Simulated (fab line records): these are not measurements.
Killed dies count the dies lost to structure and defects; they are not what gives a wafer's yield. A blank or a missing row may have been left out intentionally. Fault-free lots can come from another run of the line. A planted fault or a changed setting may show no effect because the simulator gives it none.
Struck lot and sound lot, side by side + flow sky130 + 15 steps out of a route of 708
Sound: the wafers L876.1, L876.5, L876.6. The struck wafers were L884.3, L884.4, L884.5. The cause is named last.
Each step with rows lists, per side, the tool, then ch with its chambers, then its first start. Under that, the readings that differ: sound wafers + struck wafers + difference of the means + sigmas: that difference in standard deviations of wafers without a fault.
alike: same words and numbers on both sides, and readings whose means sit less than 2 such deviations apart. not compared: any withheld reading, any reading some wafer has no value for, any bound like >300 that may hide the same value, and any number with overlapping values for which the record gives no deviation.
A row with sigmas, a row that says differs or no value, or rows on one side alone: a step with any of these is where the two part. Numbers that have no deviation but don't overlap get no sigmas and don't part them. Lack of a reading on every wafer of one side parts them only where that side has two or more wafers.

SKY_NWELL_OVL_MEAS_10:
  sound on overlay-02 at day 5 04:16; struck on overlay-02 at day 7 07:32
  alike: NWELL_00_OVL
then, 3 steps without rows for these wafers: SKY_NWELL_IMPLANT_11; SKY_NWELL_IMPLANT_12; SKY_NWELL_IMPLANT_13.
SKY_NWELL_STRIP_14: strips in O2/N2.
  sound on plasma asher-02 ch 0,1, day 5 04:45; struck on plasma asher-01 ch 0,1, day 7 08:02
  alike: drypump motor current A, oes product au, strip time to endpoint s
  not compared: rf hours counter h
SKY_NWELL_TW_MEAS_15:
  sound on film metro-02 at day 5 04:51; struck on film metro-01 at day 7 08:08
  alike: NWELL_TW
then, 6 steps without rows for these wafers: SKY_NWELL_DEHYDRATE_16 (time 60 s); SKY_NWELL_HMDS_17 (prime time 60 s); SKY_NWELL_COAT_18 (resist thk 3000 nm); SKY_NWELL_SOFTBAKE_19; SKY_NWELL_EXPOSE_20 (exposes mask NWM COMPLEMENT, target cd 840 nm); SKY_NWELL_PEB_21.
SKY_NWELL_DEVELOP_22: develop time 60 s.
  sound on litho track-04 ch 0, day 5 22:00; struck on litho track-01 ch 0, day 8 03:00
| reading              | sound             | struck            | difference | sigmas |
|----------------------|-------------------|-------------------|------------|--------|
| developer temp C (C) | 23.09 23.04 23.29 | 25.29 25.23 25.39 | +2.16      | +20    |
SKY_NWELL_OVL_MEAS_23:
  sound on overlay-01 at day 5 22:52; struck on overlay-01 at day 8 04:02
  alike: NWELL_01_OVL
-- the record jumps here: 41 days lie between the struck wafers' starts before and after (it left off in module NWELL and takes up again in module PAD_OPEN, whose first step shown is number 708 of the route) --
SKY_PAD_OPEN_PROBE_99:
  sound on prober-02 at day 47 07:02; struck on prober-01 at day 49 01:00
  alike: killed_at_M0_to_M3, killed_at_M4_up, killed at contacts, killed at front end, killed at other, killed dies, killed open, killed short

## WHERE THEY PART
Only at SKY_NWELL_DEVELOP_22, within this record. Later steps at which nothing parts them and some readings are alike: SKY_NWELL_OVL_MEAS_23, SKY_PAD_OPEN_PROBE_99.

WHY: what had been put in by the simulator
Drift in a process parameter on litho track-01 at SKY_NWELL_DEVELOP_22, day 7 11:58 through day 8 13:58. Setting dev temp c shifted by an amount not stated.
